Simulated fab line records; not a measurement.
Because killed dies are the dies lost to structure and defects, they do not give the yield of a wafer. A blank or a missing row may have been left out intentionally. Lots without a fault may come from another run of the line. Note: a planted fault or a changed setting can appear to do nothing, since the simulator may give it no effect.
fab line records	flow sfqLine
record: lots: 5	wafers: 15	lastDay: 91
route steps=325 shown M3@122 I3@133 M4@148 I4@163 M8@325
lots untouched by any fault: they come from a run of this same line in which no faults occurred
startH: the number of hours between the record's first day and the start of the first shown wafer of the lot	waitH: hours from the lot's prior step to this one	" unchanged from the row above	L1.1+2: several wafers, shown together as one row	- no value, or no start given	* or withheld: withheld	< > ~ a bound
route shown NAME@n: a module of which the file shows steps, and the number in the route of the first	usual: mean/standard deviation taken from wafers without a fault	same: alike in all rows	chamber/n: place in a boat	sites: each site's reading	_std_site: the standard deviation of these	_edge_site: inner sites' mean taken away from outer sites' mean	radiusMm: for every site, how far away it sits from the centre of the wafer	mask NAME#n: copy n	behind: the most recent tool/chamber to have shaped the wafer	hold: why the lot was held/for how many hours/how that ended	device: the transistor (n, p or np) that didn't switch	end of line: the tests these same wafers got at the end of their route	for a step that has no rows: nothing shown but its recipe	killed: count of dies lost to structure and defects at first sort (not the wafer's yield)	map: a wafer's dies, x killed, . not, _ none there
set.NAME: setting as actually run; set.NAME@STEP: the setting as run at that earlier step	model.NAME: the simulator's own value behind a step, which no gauge read
lots at selected steps of the route; one table per step, one row per wafer
services: a tool's chamber out of use, with start hour (startH, from the record's first day; less than 0 if before it), hours out, and reason
== steps ==
step: SFQ_TRILAYER_M3_LITHO_COAT_080
recipe: resist: BARC	spinRpm: 3000	resistThkNm: 62
step: SFQ_TRILAYER_M3_LITHO_COAT_075
recipe: resist: KrF	spinRpm: 3000	resistThkNm: 600
step: SFQ_TRILAYER_M3_LITHO_SOFTBAKE_079
recipe: tempC: withheld	timeS: withheld	resist: KrF
step: SFQ_TRILAYER_M3_LITHO_EXPOSE_076
recipe: maskId: M3	na: 0.6	sourceShape: conventional	sigmaOuter: 0.65	targetCdNm: 500	doseMj: 14.4
step: SFQ_TRILAYER_M3_LITHO_PEB_078
recipe: pebTempC: 115	pebTimeS: 60	resist: KrF
step: SFQ_TRILAYER_M3_LITHO_DEVELOP_077
recipe: timeS: 60	resist: KrF
step: SFQ_M3_OVL_MEAS_921
usual: M3_OVL: 2/5.3
lot.wafer	tool	chamber	startH	waitH	M3_OVL[nm]
L297.1	overlay-01	-	1092.41	0.1	4
L297.2	"	-	"	"	4
L297.3	"	-	"	"	12
L308.1	overlay-01	-	1203.30	0.1	1
L308.2	"	-	"	"	8
L308.4	"	-	"	"	9
L313.1	overlay-02	-	1254.90	0.1	5
L313.2	"	-	"	"	5
L313.6	"	-	"	"	1
L314.1	overlay-02	-	1274.28	0.1	-4
L314.3	"	-	"	"	-1
L314.5	"	-	"	"	3
L315.1	overlay-01	-	1294.50	0.1	-5
L315.2	"	-	"	"	-12
L315.3	"	-	"	"	-7
step: SFQ_TRILAYER_M3_BARC_OPEN_METAL_ETCH_100
recipe: maskMaterial: PR	chemistry: O2	targetDepthNm: 125	target: BARC	icpW: 600	biasW: 80	pressureMtorr: 10	timeS: 41.7
step: SFQ_TRILAYER_M3_ETCH_METAL_ETCH_078
recipe: target: Nb	stopOn: SiO2	maskMaterial: PR	chemistry: Cl2/Ar	targetDepthNm: 240	icpW: 600	biasW: 80	pressureMtorr: 10	timeS: 120
step: SFQ_TRILAYER_M3_STRIP_STRIP_079
recipe: gas: O2	powerW: 200	platenTempC: 40	overashFraction: 0.65	chemistry: O2	pressureMtorr: 50
step: SFQ_TRILAYER_M3_STRIP_SOLV_CLEAN_080
recipe: chemistry: NMP	tempC: 70	timeS: 600
step: SFQ_TRILAYER_I3_DEP_PECVD_081
recipe: material: SiO2	tempC: 150	timeS: 111.11	pressureTorr: 2.4	rfW: 183.3	precursor: SiH4/N2O	targetThkNm: 500
step: SFQ_TRILAYER_I3_CMP_CMP_082
recipe: material: SiO2	downForcePsi: 3	platenRpm: 60	padVelocityMS: 0.94248
usual: motorCurrentA: 9.9/0.87	timeToEndpointS: 212/6.6
lot.wafer	tool	chamber	startH	waitH	motorCurrentA	timeToEndpointS	model.SiO2_of_TRILAYER_I3_DEP_PECVD_081.thkNm
L297.3	cmp-02	3	1093.54	0.1	10.6	217	200.4
L297.1	"	1	1094.54	1.1	9.3	215	201.3
L297.2	"	2	"	"	10.0	207	199.8
L308.1	cmp-01	2	1207.88	3.5	9.9	204	199.6
L308.4	"	3	"	"	10.4	284	305.3
L308.2	"	0	"	"	8.9	274	301.8
L313.2	cmp-02	0	1258.40	2.5	10.4	216	199.6
L313.1	"	1	"	"	10.0	211	198.6
L313.6	"	2	"	"	10.3	223	200
L314.3	cmp-01	0	1279.53	4.2	8.2	216	197.9
L314.1	"	1	"	"	8.6	212	199.2
L314.5	"	0	1281.53	6.1	8.3	215	197.8
L315.2	cmp-02	2	1295.61	0.1	9.7	217	199.9
L315.3	"	3	"	"	11.9	223	200.5
L315.1	"	1	1297.11	1.6	10.7	215	199.8
step: SFQ_I3_BOW_MEAS_922
recipe: mode: bow
usual: I3_BOW: 4/8.5
lot.wafer	tool	chamber	startH	waitH	I3_BOW[um]
L297.1	filmMetro-04	-	1096.54	1.5	0
L297.2	"	-	"	"	-20
L297.3	"	-	"	"	4
L308.1	filmMetro-03	-	1210.38	2.0	-5
L308.2	"	-	"	"	5
L308.4	"	-	"	"	10
L313.1	filmMetro-04	-	1260.40	1.0	-9
L313.2	"	-	"	"	6
L313.6	"	-	"	"	0
L314.1	filmMetro-03	-	1282.53	2.0	11
L314.3	"	-	"	"	10
L314.5	"	-	"	"	17
L315.1	filmMetro-03	-	1298.61	1.0	-6
L315.2	"	-	"	"	-3
L315.3	"	-	"	"	5
step: SFQ_TRILAYER_I3_METRO_MEASURE_083
usual: thkNm: 199.5/1.1
lot.wafer	tool	chamber	startH	waitH	thkNm
L297.1	filmMetro-04	-	1096.66	0.1	201.4
L297.2	"	-	"	"	199.7
L297.3	"	-	"	"	200.4
L308.1	filmMetro-03	-	1210.50	0.1	199.4
L308.2	"	-	"	"	301.6
L308.4	"	-	"	"	305.3
L313.1	filmMetro-04	-	1260.52	0.1	198.5
L313.2	"	-	"	"	199.6
L313.6	"	-	"	"	200.1
L314.1	filmMetro-03	-	1282.65	0.1	199.2
L314.3	"	-	"	"	197.8
L314.5	"	-	"	"	197.8
L315.1	filmMetro-03	-	1298.73	0.1	199.9
L315.2	"	-	"	"	199.9
L315.3	"	-	"	"	200.5
step: SFQ_TRILAYER_I3_VIA_LITHO_COAT_090
recipe: resist: BARC	spinRpm: 3000	resistThkNm: 62
step: SFQ_TRILAYER_I3_VIA_LITHO_COAT_085
recipe: resist: KrF	spinRpm: 3000	resistThkNm: 650
step: SFQ_TRILAYER_I3_VIA_LITHO_SOFTBAKE_089
recipe: tempC: withheld	timeS: withheld	resist: KrF
step: SFQ_TRILAYER_I3_VIA_LITHO_EXPOSE_086
recipe: maskId: I3	na: 0.6	sourceShape: conventional	sigmaOuter: 0.65	targetCdNm: 500	doseMj: 21.3
step: SFQ_TRILAYER_I3_VIA_LITHO_PEB_088
recipe: pebTempC: 115	pebTimeS: 60	resist: KrF
step: SFQ_TRILAYER_I3_VIA_LITHO_DEVELOP_087
recipe: timeS: 60	resist: KrF
step: SFQ_I3_OVL_MEAS_923
usual: I3_OVL: 0/5.7
lot.wafer	tool	chamber	startH	waitH	I3_OVL[nm]
L297.1	overlay-02	-	1100.11	0.1	-3
L297.2	"	-	"	"	2
L297.3	"	-	"	"	11
L308.1	overlay-02	-	1216.13	0.1	-6
L308.2	"	-	"	"	-7
L308.4	"	-	"	"	-8
L313.1	overlay-02	-	1264.69	0.1	4
L313.2	"	-	"	"	-1
L313.6	"	-	"	"	2
L314.1	overlay-02	-	1286.10	0.1	3
L314.3	"	-	"	"	4
L314.5	"	-	"	"	7
L315.1	overlay-02	-	1302.31	0.1	1
L315.2	"	-	"	"	1
L315.3	"	-	"	"	3
step: SFQ_TRILAYER_I3_VIA_BARC_OPEN_VIA_ETCH_121
recipe: maskMaterial: PR	chemistry: O2	targetDepthNm: 125	target: BARC	sourceW: 500	biasW: 80	pressureMtorr: 30	timeS: 41.7
step: SFQ_TRILAYER_I3_VIA_ETCH_VIA_ETCH_088
recipe: target: SiO2	stopOn: Nb	maskMaterial: PR	taperDeg: 20	chemistry: CHF3	targetDepthNm: 260	sourceW: 500	biasW: 80	pressureMtorr: 30	timeS: withheld
usual: drypumpMotorCurrentA: 5.6/0.43	oesProductAu: 0.854/0.005
lot.wafer	tool	chamber	startH	waitH	drypumpMotorCurrentA	oesProductAu	model.etch.depthNm	model.I3.featureDepthNm
L297.1	rieDiel-02	2	1100.19	0.0	5.9	0.852	201.3	201.3
L297.2	"	0	"	"	6.0	0.847	199.8	199.8
L297.3	"	3	"	"	6.2	0.852	200.4	200.4
L308.1	rieDiel-01	3	1216.21	0.0	5.4	0.846	199.6	199.6
L308.2	"	1	"	"	5.4	0.998	259.8	259.8
L308.4	"	0	"	"	6.3	1.001	257.5	257.5
L313.1	rieDiel-02	0	1264.77	0.0	5.9	0.854	198.6	198.6
L313.2	"	3	"	"	6.2	0.855	199.6	199.6
L313.6	"	3	"	"	6.2	0.851	200	200
L314.1	rieDiel-02	2	1286.17	0.0	5.9	0.846	199.2	199.2
L314.3	"	1	"	"	5.2	0.853	197.9	197.9
L314.5	"	2	"	"	5.9	0.850	197.8	197.8
L315.1	rieDiel-03	2	1302.38	0.0	4.7	0.846	199.8	199.8
L315.2	"	1	"	"	5.6	0.854	199.9	199.9
L315.3	"	3	"	"	5.7	0.857	200.5	200.5
step: SFQ_TRILAYER_I3_VIA_STRIP_STRIP_089
recipe: gas: O2	powerW: 200	platenTempC: 40	overashFraction: 0.65	chemistry: O2	pressureMtorr: 50
usual: drypumpMotorCurrentA: 5.7/0.3	oesProductAu: 0.998/0.0091
lot.wafer	tool	chamber	startH	waitH	drypumpMotorCurrentA	oesProductAu	rfHoursCounterH
L297.1	rieMetal-02	0	1100.30	-	6.0	0.990	5
L297.2	"	1	"	"	5.5	1.010	84
L297.3	"	1	"	"	5.6	0.993	-
L308.1	rieMetal-01	1	1216.32	-	5.6	0.989	24
L308.2	"	0	"	"	5.4	0.986	96
L308.4	"	1	"	"	5.6	1.000	-
L313.1	rieMetal-02	0	1264.88	-	6.1	1.007	31
L313.2	"	1	"	"	5.6	1.007	102
L313.6	"	0	"	"	6.1	0.999	-
L314.1	rieMetal-02	1	1286.29	-	5.5	1.009	104
L314.3	"	1	"	"	5.6	1.000	-
L314.5	"	0	"	"	6.2	1.001	-
L315.1	rieMetal-01	0	1302.50	-	5.4	1.003	108
L315.2	"	1	"	"	5.6	1.003	37
L315.3	"	1	"	"	5.6	1.001	-
step: SFQ_TRILAYER_I3_VIA_STRIP_SOLV_CLEAN_090
recipe: chemistry: NMP	tempC: 70	timeS: 600
step: SFQ_TRILAYER_M4_DEP_PRE_CLEAN_092
recipe: gas: Ar	timeS: 22.5	biasV: 250
lot.wafer	tool	chamber	startH	waitH	model.SiO2_of_TRILAYER_I3_DEP_PECVD_081.thkNm
L297.1	pvdSputter-06	-	1101.08	0.0	193.8
L297.2	"	-	"	"	192.3
L297.3	"	-	"	"	192.9
L308.1	pvdSputter-04	-	1217.11	0.0	192.1
L308.2	"	-	"	"	294.3
L308.4	"	-	"	"	297.8
L313.1	pvdSputter-05	-	1265.66	0.0	191.1
L313.2	"	-	"	"	192.1
L313.6	"	-	"	"	192.5
L314.1	pvdSputter-04	-	1287.06	0.0	191.7
L314.3	"	-	"	"	190.4
L314.5	"	-	"	"	190.3
L315.1	pvdSputter-05	-	1303.29	0.0	192.3
L315.2	"	-	"	"	192.4
L315.3	"	-	"	"	193
step: SFQ_TRILAYER_M4_DEP_SPUTTER_091
recipe: material: Nb	basePressurePa: 1.33e-06	chamberPressurePa: 0.1333	substrateTempC: 20	resputterCathodeVoltageV: 400	targetThkNm: 200	powerW: 2000	timeS: 133.3
usual: chamberPressurePa: 0.1333/0.00026	resputterCathodeVoltageV: 400/4.4	throttleValvePct: 30.1/0.79
lot.wafer	tool	chamber	startH	waitH	chamberPressurePa	resputterCathodeVoltageV	throttleValvePct
L297.1	pvdSputter-06	-	1101.11	0.0	0.1338	395	30.3
L297.2	"	-	"	"	0.13335	402	30.0
L297.3	"	-	"	"	0.13369	407	29.1
L308.1	pvdSputter-04	-	1217.14	0.0	0.13315	403	31.6
L308.2	"	-	"	"	0.13325	400	31.3
L308.4	"	-	"	"	0.13303	400	30.7
L313.1	pvdSputter-05	-	1265.69	0.0	0.13402	385	29.0
L313.2	"	-	"	"	0.13358	397	28.9
L313.6	"	-	"	"	0.13337	401	29.1
L314.1	pvdSputter-04	-	1287.09	0.0	0.13333	399	29.2
L314.3	"	-	"	"	0.13338	390	31.3
L314.5	"	-	"	"	0.1334	396	29.3
L315.1	pvdSputter-05	-	1303.32	0.0	0.13317	402	29.8
L315.2	"	-	"	"	0.13324	396	29.3
L315.3	"	-	"	"	0.13334	401	29.0
step: SFQ_M4_RS_MEAS_924
recipe: thkMeasGauge: four-point-probe	reads: Nb_of_TRILAYER_M4_DEP_SPUTTER_091
usual: M4_NB_RS: 0.895/0.0088
lot.wafer	tool	chamber	startH	waitH	M4_NB_RS[ohm/sq]
L297.1	filmMetro-04	-	1101.20	0.0	0.894
L297.2	"	-	"	"	0.899
L297.3	"	-	"	"	0.894
L308.1	filmMetro-01	-	1217.23	0.0	0.891
L308.2	"	-	"	"	0.901
L308.4	"	-	"	"	0.891
L313.1	filmMetro-03	-	1265.78	0.0	0.884
L313.2	"	-	"	"	0.891
L313.6	"	-	"	"	0.879
L314.1	filmMetro-03	-	1287.18	0.0	0.894
L314.3	"	-	"	"	0.892
L314.5	"	-	"	"	0.898
L315.1	filmMetro-01	-	1303.41	0.0	0.903
L315.2	"	-	"	"	0.911
L315.3	"	-	"	"	0.906
step: SFQ_TRILAYER_M4_LITHO_COAT_098
recipe: resist: BARC	spinRpm: 3000	resistThkNm: 62
step: SFQ_TRILAYER_M4_LITHO_COAT_093
recipe: resist: KrF	spinRpm: 3000	resistThkNm: 600
step: SFQ_TRILAYER_M4_LITHO_SOFTBAKE_097
recipe: tempC: withheld	timeS: withheld	resist: KrF
step: SFQ_TRILAYER_M4_LITHO_EXPOSE_094
recipe: maskId: M4	na: 0.6	sourceShape: conventional	sigmaOuter: 0.65	targetCdNm: 500	doseMj: 14.4
step: SFQ_TRILAYER_M4_LITHO_PEB_096
recipe: pebTempC: 115	pebTimeS: 60	resist: KrF
step: SFQ_TRILAYER_M4_LITHO_DEVELOP_095
recipe: timeS: 60	resist: KrF
step: SFQ_M4_OVL_MEAS_926
usual: M4_OVL: 1/4.6
lot.wafer	tool	chamber	startH	waitH	M4_OVL[nm]
L297.1	overlay-01	-	1104.87	0.1	2
L297.2	"	-	"	"	-1
L297.3	"	-	"	"	4
L308.1	overlay-01	-	1354.50	0.1	-9
L308.2	"	-	"	"	-4
L308.4	"	-	"	"	-6
L313.1	overlay-02	-	1396.15	0.1	2
L313.2	"	-	"	"	0
L313.6	"	-	"	"	1
L314.1	overlay-02	-	1417.75	0.1	9
L314.3	"	-	"	"	9
L314.5	"	-	"	"	7
L315.1	overlay-01	-	1432.27	0.1	-8
L315.2	"	-	"	"	-7
L315.3	"	-	"	"	-8
step: SFQ_TRILAYER_M4_BARC_OPEN_METAL_ETCH_123
recipe: maskMaterial: PR	chemistry: O2	targetDepthNm: 125	target: BARC	icpW: 600	biasW: 80	pressureMtorr: 10	timeS: 41.7
step: SFQ_TRILAYER_M4_ETCH_METAL_ETCH_096
recipe: target: Nb	stopOn: SiO2	maskMaterial: PR	chemistry: Cl2/Ar	targetDepthNm: 240	icpW: 600	biasW: 80	pressureMtorr: 10	timeS: 120
usual: drypumpMotorCurrentA: 6.0/0.45	oesProductAu: 0.891/0.0065
lot.wafer	tool	chamber	startH	waitH	drypumpMotorCurrentA	oesProductAu	rfHoursCounterH
L297.1	rieMetal-04	0	1104.97	0.0	6.5	0.893	80
L297.2	"	1	"	"	6.6	0.900	83
L297.3	"	1	"	"	6.7	0.893	-
L308.1	rieMetal-04	0	1354.59	0.0	6.5	0.891	117
L308.2	"	1	"	"	6.6	0.884	115
L308.4	"	1	"	"	6.6	0.895	-
L313.1	rieMetal-03	1	1396.24	0.0	6.0	0.904	33
L313.2	"	0	"	"	6.4	0.891	39
L313.6	"	1	"	"	6.0	0.902	-
L314.1	rieMetal-01	1	1417.84	0.0	5.6	0.888	51
L314.3	"	1	"	"	5.6	0.893	-
L314.5	"	1	"	"	5.6	0.891	-
L315.1	rieMetal-01	1	1432.37	0.0	5.6	0.892	53
L315.2	"	0	"	"	5.4	0.892	125
L315.3	"	1	"	"	5.6	0.885	-
step: SFQ_TRILAYER_M4_STRIP_STRIP_097
recipe: gas: O2	powerW: 200	platenTempC: 40	overashFraction: 0.65	chemistry: O2	pressureMtorr: 50
usual: drypumpMotorCurrentA: 6.0/0.44	oesProductAu: 1.000/0.008
lot.wafer	tool	chamber	startH	waitH	drypumpMotorCurrentA	oesProductAu	rfHoursCounterH
L297.1	rieMetal-04	0	1105.09	0.1	6.5	1.002	80
L297.2	"	1	"	"	6.6	1.001	83
L297.3	"	1	"	"	6.6	0.986	-
L308.1	rieMetal-04	0	1354.72	0.1	6.5	1.003	117
L308.2	"	1	"	"	6.6	1.003	116
L308.4	"	1	"	"	6.6	0.999	-
L313.1	rieMetal-03	1	1396.37	0.1	6.0	1.000	33
L313.2	"	0	"	"	6.4	0.991	40
L313.6	"	1	"	"	6.0	1.002	-
L314.1	rieMetal-01	1	1417.97	0.1	5.6	0.990	51
L314.3	"	1	"	"	5.6	1.000	-
L314.5	"	1	"	"	5.6	1.000	-
L315.1	rieMetal-01	1	1432.49	0.1	5.6	1.001	53
L315.2	"	0	"	"	5.4	0.999	125
L315.3	"	1	"	"	5.6	1.001	-
step: SFQ_TRILAYER_M4_STRIP_SOLV_CLEAN_098
recipe: chemistry: NMP	tempC: 70	timeS: 600
step: SFQ_TRILAYER_I4_DEP_PECVD_099
recipe: material: SiO2	tempC: 150	timeS: 111.11	pressureTorr: 2.4	rfW: 183.3	precursor: SiH4/N2O	targetThkNm: 500
usual: heaterPowerW: 96/9.2	throttleValvePct: 24.7/1.2
lot.wafer	tool	chamber	startH	waitH	heaterPowerW	throttleValvePct
L297.1	pecvd-01	0	1105.87	0.0	90	25.5
L297.2	"	1	"	"	104	26.2
L297.3	"	2	"	"	108	24.8
L308.1	pecvd-04	2	1355.49	0.0	88	22.9
L308.2	"	0	"	"	91	22.2
L308.4	"	1	"	"	88	23.6
L313.1	pecvd-04	1	1397.14	0.0	85	23.8
L313.2	"	0	"	"	94	22.4
L313.6	"	2	"	"	84	23.1
L314.1	pecvd-01	1	1418.74	0.0	111	26.7
L314.3	"	2	"	"	97	25.1
L314.5	"	0	"	"	96	25.7
L315.1	pecvd-04	1	1433.28	0.0	90	24.0
L315.2	"	0	"	"	97	22.3
L315.3	"	2	"	"	86	23.1
step: SFQ_M8_BOW_MEAS_951
recipe: mode: bow
usual: M8_BOW: 9/9.5
lot.wafer	tool	chamber	startH	waitH	M8_BOW[um]	model.etest.i3.linkOhm
L297.1	filmMetro-02	-	1953.32	0.0	10	1.964
L297.2	"	-	"	"	-10	1.967
L297.3	"	-	"	"	12	1.966
L308.1	filmMetro-04	-	2138.20	0.0	4	1.968
L308.2	"	-	"	"	14	1e+06
L308.4	"	-	"	"	18	1e+06
L313.1	filmMetro-04	-	2172.71	0.0	-5	1.966
L313.2	"	-	"	"	11	1.984
L313.6	"	-	"	"	6	1.96
L314.1	filmMetro-01	-	2175.11	0.0	19	1.984
L314.3	"	-	"	"	18	1.983
L314.5	"	-	"	"	24	1.991
L315.1	filmMetro-01	-	2176.14	0.0	4	1.985
L315.2	"	-	"	"	9	1.993
L315.3	"	-	"	"	18	1.99
== services ==
tool	chamber	startH	hours	kind
cmp-02	-	1090.92	1.8	repair
pecvd-04	-	1093.70	14.6	pm
pvdSputter-05	-	1094.63	5.5	repair
rieDiel-02	1	1098.04	6.2	repair
cmp-02	-	1110.06	2.0	repair
pecvd-04	1	1114.16	186.0	repair
rieDiel-02	3	1115.20	6.7	repair
filmMetro-03	-	1137.08	0.2	pm
rieDiel-02	-	1138.16	2.8	pm
rieMetal-01	-	1163.95	0.2	repair
filmMetro-03	-	1168.64	2.2	pm
pvdSputter-05	-	1169.74	3.4	repair
pvdSputter-04	-	1186.84	2.6	repair
cmp-02	-	1191.12	0.7	repair
pvdSputter-05	-	1191.68	16.7	repair
cmp-02	-	1200.19	3.5	pm
cmp-02	-	1206.43	0.7	repair
rieDiel-02	3	1206.45	7.7	repair
rieMetal-04	-	1228.26	9.1	repair
rieMetal-04	1	1242.20	11.4	repair
pvdSputter-05	-	1282.59	19.4	repair
rieMetal-01	-	1347.60	2.8	pm
pvdSputter-04	-	1424.35	2.6	repair
rieMetal-04	-	1431.61	0.4	repair
== key ==
firstSign: step: SFQ_TRILAYER_I3_CMP_CMP_082	reading: timeToEndpointS	direction: up	sigmas: 10	usual: *	struck: *
effect: step: SFQ_TRILAYER_I3_METRO_MEASURE_083	reading: thkNm	direction: up	sigmas: 96	usual: 199.5	struck: 303.4
effect: step: SFQ_TRILAYER_I3_VIA_ETCH_VIA_ETCH_088	reading: oesProductAu	direction: up	sigmas: 29	usual: 0.854	struck: 1.000
modelEffect: step: SFQ_TRILAYER_I3_CMP_CMP_082	value: SiO2_of_TRILAYER_I3_DEP_PECVD_081.thkNm	without: 198.6	struck: 303.5
modelEffect: step: SFQ_TRILAYER_I3_VIA_ETCH_VIA_ETCH_088	value: etch.depthNm	without: 198.6	struck: 258.7
modelEffect: step: SFQ_TRILAYER_M4_DEP_PRE_CLEAN_092	value: SiO2_of_TRILAYER_I3_DEP_PECVD_081.thkNm	without: 191.1	struck: 296
modelEffect: step: SFQ_M8_BOW_MEAS_951	value: etest.i3.linkOhm	without: 1.962	struck: 1e+06
metAt SFQ_TRILAYER_I3_CMP_CMP_082
struckWafers L308.2,L308.4
fault: kind: processParameterDrift	tool: cmp-01	chamber: -	onsetH: 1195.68	steps: SFQ_TRILAYER_I3_CMP_CMP_082	channel: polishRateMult	offset: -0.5	shape: step	endH: 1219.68	scope: struckWafersOnly
